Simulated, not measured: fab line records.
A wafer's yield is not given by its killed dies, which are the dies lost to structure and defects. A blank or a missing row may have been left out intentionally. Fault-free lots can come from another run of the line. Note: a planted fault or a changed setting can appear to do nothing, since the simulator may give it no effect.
A lot that was struck, set against a sound lot | flow sfq_line | 24 out of 325 route steps
Sound: wafers L337.2, L337.3, L337.5. Wafers struck: L348.2, L348.5, L348.6. At the end, the cause is stated.
Each step with rows lists, per side, the tool, then ch with its chambers, then its first start. Under that, the readings that differ: sound wafers | struck wafers | difference of the means | sigmas: that difference in standard deviations of wafers without a fault.
alike: same words and numbers on both sides, and readings whose means sit less than 2 such deviations apart. not compared: any withheld reading, any reading some wafer has no value for, any bound like >300 that may hide the same value, and any number with overlapping values for which the record gives no deviation.
The two part at a step that has a row with sigmas, a row that says differs or no value, or rows on one side only. Numbers that have no deviation but don't overlap get no sigmas and don't part them. A reading missing from all wafers of one side parts the sides only when that side holds two or more wafers.

first, 4 steps without rows for these wafers: SFQ_TRILAYER_I3_VIA_LITHO_COAT_090 (resist thk 62 nm); SFQ_TRILAYER_I3_VIA_LITHO_COAT_085 (resist thk 646.2 nm); SFQ_TRILAYER_I3_VIA_LITHO_SOFTBAKE_089; SFQ_TRILAYER_I3_VIA_LITHO_EXPOSE_086 (exposes mask I3, target cd 500 nm).
SFQ_TRILAYER_I3_VIA_LITHO_PEB_088: peb time 62.31 s.
  sound on litho_track-01 ch 0, day 45 21:34; struck on litho_track-03 ch 0, day 49 11:53
  alike: plate_sensor_t_centre_C, plate_sensor_t_edge_C
then, 1 step without rows for these wafers: SFQ_TRILAYER_I3_VIA_LITHO_DEVELOP_087 (time 60 s).
SFQ_I3_OVL_MEAS_923:
  sound on overlay-01, day 45 21:51; struck on overlay-01, day 49 12:10
  alike: I3_OVL
SFQ_TRILAYER_I3_VIA_BARC_OPEN_VIA_ETCH_121: etches BARC in O2, target depth 125 nm, time 41.7 s.
  sound on rie_diel-04 ch 0,2,3, day 45 21:53; struck on rie_diel-01 ch 0,1, day 49 12:12
  alike: drypump_motor_current_A, oes_product_au, rf_fwd_power_W
  not compared: rf_hours_counter_h
SFQ_TRILAYER_I3_VIA_ETCH_VIA_ETCH_088: etches SiO2 in CHF3, stops on Nb, target depth 260 nm.
  sound on rie_diel-04 ch 0,2,3, day 45 21:55; struck on rie_diel-01 ch 0,1, day 49 12:14
  alike: drypump_motor_current_A, oes_product_au, rf_fwd_power_W
then, 3 steps without rows for these wafers: SFQ_TRILAYER_I3_VIA_STRIP_STRIP_089 (strips in O2); SFQ_TRILAYER_I3_VIA_STRIP_SOLV_CLEAN_090 (cleans in NMP, time 600 s); SFQ_TRILAYER_M4_DEP_PRE_CLEAN_092 (time 22.5 s).
SFQ_TRILAYER_M4_DEP_SPUTTER_091: material Nb, target thk 200 nm, time 133.3 s.
  sound on pvd_sputter-03, day 45 22:51; struck on pvd_sputter-04, day 49 13:26
  alike: throttle_valve_pct
SFQ_M4_RS_MEAS_924: measures by four-point-probe.
  sound on film_metro-03, day 45 22:58; struck on film_metro-01, day 49 13:32
  reading           | sound             | struck            | difference | sigmas
  M4_NB_RS (ohm/sq) | 0.889 0.868 0.890 | 0.446 0.443 0.446 | -0.437     | -52
then, 6 steps without rows for these wafers: SFQ_TRILAYER_M4_LITHO_COAT_098 (resist thk 62 nm); SFQ_TRILAYER_M4_LITHO_COAT_093 (resist thk 600 nm); SFQ_TRILAYER_M4_LITHO_SOFTBAKE_097; SFQ_TRILAYER_M4_LITHO_EXPOSE_094 (exposes mask M4, target cd 500 nm); SFQ_TRILAYER_M4_LITHO_PEB_096 (peb time 60 s); SFQ_TRILAYER_M4_LITHO_DEVELOP_095 (time 60 s).
SFQ_M4_OVL_MEAS_926:
  sound on overlay-02, day 46 02:23; struck on overlay-02, day 49 21:30
  alike: M4_OVL
SFQ_TRILAYER_M4_BARC_OPEN_METAL_ETCH_123: etches BARC in O2, target depth 125 nm, time 41.7 s.
  sound on rie_metal-03 ch 0,1, day 46 02:25; struck on rie_metal-02 ch 0,1, day 49 21:32
  alike: drypump_motor_current_A, oes_product_au, rf_fwd_power_W
  not compared: rf_hours_counter_h
SFQ_TRILAYER_M4_ETCH_METAL_ETCH_096: etches Nb in Cl2/Ar, stops on SiO2, target depth 240 nm, time 120 s.
  sound on rie_metal-03 ch 0,1, day 46 02:29; struck on rie_metal-02 ch 0,1, day 49 21:35
  reading                        | sound             | struck            | difference | sigmas
  oes_product_au (a.u.)          | 0.886 0.905 0.898 | 1.001 1.012 0.996 | +0.107     | +17
  model.etch.depth_nm (nm)       | 199.9 204.2 199.4 | 243.3 241.4 240.9 | +40.7      |
  model.M4.feature_depth_nm (nm) | 199.9 204.2 199.4 | 243.3 241.4 240.9 | +40.7      |
  alike: drypump_motor_current_A, rf_fwd_power_W
  not compared: rf_hours_counter_h
SFQ_TRILAYER_M4_STRIP_STRIP_097: strips in O2.
  sound on rie_metal-03 ch 0,1, day 46 02:36; struck on rie_metal-02 ch 0,1, day 49 21:43
  alike: drypump_motor_current_A, oes_product_au
  not compared: rf_hours_counter_h

WHERE THEY PART
First at SFQ_M4_RS_MEAS_924; last, within this record, at SFQ_TRILAYER_M4_ETCH_METAL_ETCH_096. Later steps at which nothing parts them and some readings are alike: SFQ_TRILAYER_M4_STRIP_STRIP_097.

WHY: what had been put in by the simulator
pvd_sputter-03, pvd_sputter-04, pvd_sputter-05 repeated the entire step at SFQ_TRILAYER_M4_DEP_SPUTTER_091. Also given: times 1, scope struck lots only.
